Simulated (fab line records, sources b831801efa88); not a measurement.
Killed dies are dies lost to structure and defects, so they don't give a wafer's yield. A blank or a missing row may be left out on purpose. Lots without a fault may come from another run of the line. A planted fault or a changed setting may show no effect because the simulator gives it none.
A struck lot beside a sound one | flow sky130 | 15 steps out of a route of 708
Sound: wafers L591.1, L591.5, L591.6. Struck: wafers L585.1, L585.3, L585.4. The cause comes at the end.
At each step with rows: each side's tool, then ch and its chambers, then its first start. Under that, the readings that differ: sound wafers | struck wafers | difference of the means | sigmas: that difference in standard deviations of wafers without a fault.
alike: readings whose means differ by less than 2 such deviations, and words and numbers that are the same on both sides. not compared: withheld readings, readings that some wafer has no value for, bounds like >300 that may hide the same value, and numbers for which the record gives no deviation and whose values overlap.
The two part at a step that has a row with sigmas, a row that says differs or no value, or rows on one side only. Numbers that don't overlap but have no deviation are shown without sigmas and don't part them. A reading that every wafer of one side lacks parts them only if that side has two wafers or more.

SKY_VIA4_THK_MEAS_01:
  sound on film_metro-01, day 45 16:05; struck on film_metro-03, day 44 03:47
  alike: VIA4_HDPCVD_THK
SKY_VIA4_CMP_02: polishes SiO2.
  sound on cmp-01 ch 2,3, day 45 16:11; struck on cmp-02 ch 0,1,3, day 44 03:54
  alike: motor_current_A, slurry_filter_dp_kPa
SKY_VIA4_BOW_MEAS_03:
  sound on film_metro-01, day 45 16:26; struck on film_metro-03, day 44 04:09
  alike: VIA4_BOW
then, 7 steps without rows for these wafers: SKY_VIA4_DEHYDRATE_04 (time 60 s); SKY_VIA4_HMDS_05 (prime time 60 s); SKY_VIA4_COAT_06 (resist thk 1140 nm); SKY_VIA4_SOFTBAKE_07 (time 60 s); SKY_VIA4_EXPOSE_08 (exposes mask VIM4, target cd 800 nm); SKY_VIA4_PEB_09; SKY_VIA4_DEVELOP_10 (develop time 60 s).
SKY_VIA4_OVL_MEAS_11:
  sound on overlay-02, day 46 12:37; struck on overlay-01, day 45 01:49
  alike: VIA4_OVL
SKY_VIA4_ETCH_12: etches SiO2 in C4F8/O2/Ar, stops on TiN, target depth 580 nm.
  sound on rie_diel-01 ch 0,2,3, day 46 12:38; struck on rie_diel-03 ch 0,1,3, day 45 01:50
  alike: oes_product_au
SKY_VIA4_STRIP_13: strips in O2/N2.
  sound on plasma_asher-03 ch 0,1, day 46 12:43; struck on plasma_asher-04 ch 0,1, day 45 01:55
  no value came back on the struck wafers for any of 5 readings (chamber_pressure_mTorr (mTorr), drypump_motor_current_A (A) and others); on the sound wafers chamber_pressure_mTorr (mTorr) reads 1502.1 1498.8 1497.3
  reading                                   | sound | struck         | difference | sigmas
  model.NOVOLAK_of_VIA4_COAT_06.thk_nm (nm) | 0 0 0 | 1013 1012 1017 | +1014      |
  not compared: rf_hours_counter_h
then, 1 step without rows for these wafers: SKY_VIA4_STRIP_14 (strips in post etch residue remover, time 1200 s).
-- the record jumps here: 3 days lie between the struck wafers' starts before and after (it left off in module VIA4 and takes up again in module PAD_OPEN, whose first step shown is number 708 of the route) --
SKY_PAD_OPEN_PROBE_99:
  the record has rows for the struck wafers here (prober-01, day 47 19:01) and none for the sound ones

WHERE THEY PART
First at SKY_VIA4_STRIP_13; last, within this record, at SKY_PAD_OPEN_PROBE_99.

WHY: what the simulator had put in
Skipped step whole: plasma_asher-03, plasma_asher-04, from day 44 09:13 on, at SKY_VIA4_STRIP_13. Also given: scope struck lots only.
